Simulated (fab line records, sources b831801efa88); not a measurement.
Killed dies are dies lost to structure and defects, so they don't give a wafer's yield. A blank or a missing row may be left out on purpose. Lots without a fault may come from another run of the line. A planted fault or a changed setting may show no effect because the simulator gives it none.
Which tool did it? | flow gf180mcu | 11 lots, 33 wafers sampled, at 3 steps of a route of 602

WHAT THE GAUGES READ, wafer by wafer
GF_VT_IMPLANT_TW_MEAS_43.
lot  | measured     | on            | VT_IMPLANT_4_TW
L494 | day 8 06:02  | film_metro-02 | 689 692 688
L497 | day 9 02:30  | film_metro-03 | 695 697 697
L498 | day 9 10:03  | film_metro-02 | 695 691 690
L499 | day 9 13:49  | film_metro-02 | 30 30 30
L500 | day 10 02:41 | film_metro-02 | 30 30 30
L502 | day 11 01:52 | film_metro-02 | 693 687 690
L506 | day 12 02:22 | film_metro-02 | 687 683 690
L508 | day 12 09:14 | film_metro-02 | 687 688 691
L511 | day 13 02:35 | film_metro-02 | 694 695 701
L512 | day 13 19:41 | film_metro-03 | 695 699 698
L514 | day 14 08:34 | film_metro-04 | 695 696 697

WHICH TOOL RAN EACH LOT (tool, then ch and the chambers of the sampled wafers, then the start)
lot  | GF_VT_IMPLANT_STRIP_31               | GF_VT_IMPLANT_STRIP_42
L494 | plasma_asher-01 ch 0,1, day 7 13:20  | plasma_asher-01 ch 0,1, day 8 05:56
L497 | plasma_asher-02 ch 0,1, day 8 10:05  | plasma_asher-02 ch 0, day 9 02:23
L498 | plasma_asher-01 ch 0,1, day 8 16:50  | plasma_asher-03 ch 0,1, day 9 09:56
L499 | plasma_asher-03 ch 0,1, day 8 21:13  | plasma_asher-02 ch 0,1, day 9 13:44
L500 | plasma_asher-03 ch 0, day 9 09:02    | plasma_asher-01 ch 0,1, day 10 02:35
L502 | plasma_asher-02 ch 0,1, day 10 07:35 | plasma_asher-02 ch 0,1, day 11 01:45
L506 | plasma_asher-03 ch 0,1, day 11 06:49 | plasma_asher-02 ch 0,1, day 12 02:14
L508 | plasma_asher-03 ch 0,1, day 11 13:44 | plasma_asher-03 ch 0,1, day 12 09:08
L511 | plasma_asher-03 ch 0,1, day 12 07:11 | plasma_asher-02 ch 0,1, day 13 02:29
L512 | plasma_asher-01 ch 0,1, day 12 23:41 | plasma_asher-02 ch 0,1, day 13 19:35
L514 | plasma_asher-03 ch 0,1, day 13 11:46 | plasma_asher-01 ch 0,1, day 14 08:29
- GF_VT_IMPLANT_STRIP_31: strips in O2/N2.
- GF_VT_IMPLANT_STRIP_42: strips in O2/N2.

THE ANSWER, worked out from the rows above alone
Rule: what is usual is taken from the lots themselves. Put in order of their means at a reading, lots are off if they are a third of the lots or fewer, leave a main group of 4 or more, and stand apart from it by a gap of 3 or more times the standard deviation of the main group's means; of several such gaps the widest counts. A main group whose means are all the same, to the digits that the tables above print for the reading, isn't used. A lot without any number at a reading at which 4 lots or more have one is off too. The other lots that the step has rows for count as sound.
Off: L499, L500, at GF_VT_IMPLANT_TW_MEAS_43 (VT_IMPLANT_4_TW). The main group: mean 693, standard deviation 3.8.
A tool fits if, at a process step before that reading, it ran every lot that is off, and no sound lot after the first of them. The gauges at GF_VT_IMPLANT_TW_MEAS_43 are tried like those tools. None of those tried fits.

WHAT THE SIMULATOR HAD PUT IN
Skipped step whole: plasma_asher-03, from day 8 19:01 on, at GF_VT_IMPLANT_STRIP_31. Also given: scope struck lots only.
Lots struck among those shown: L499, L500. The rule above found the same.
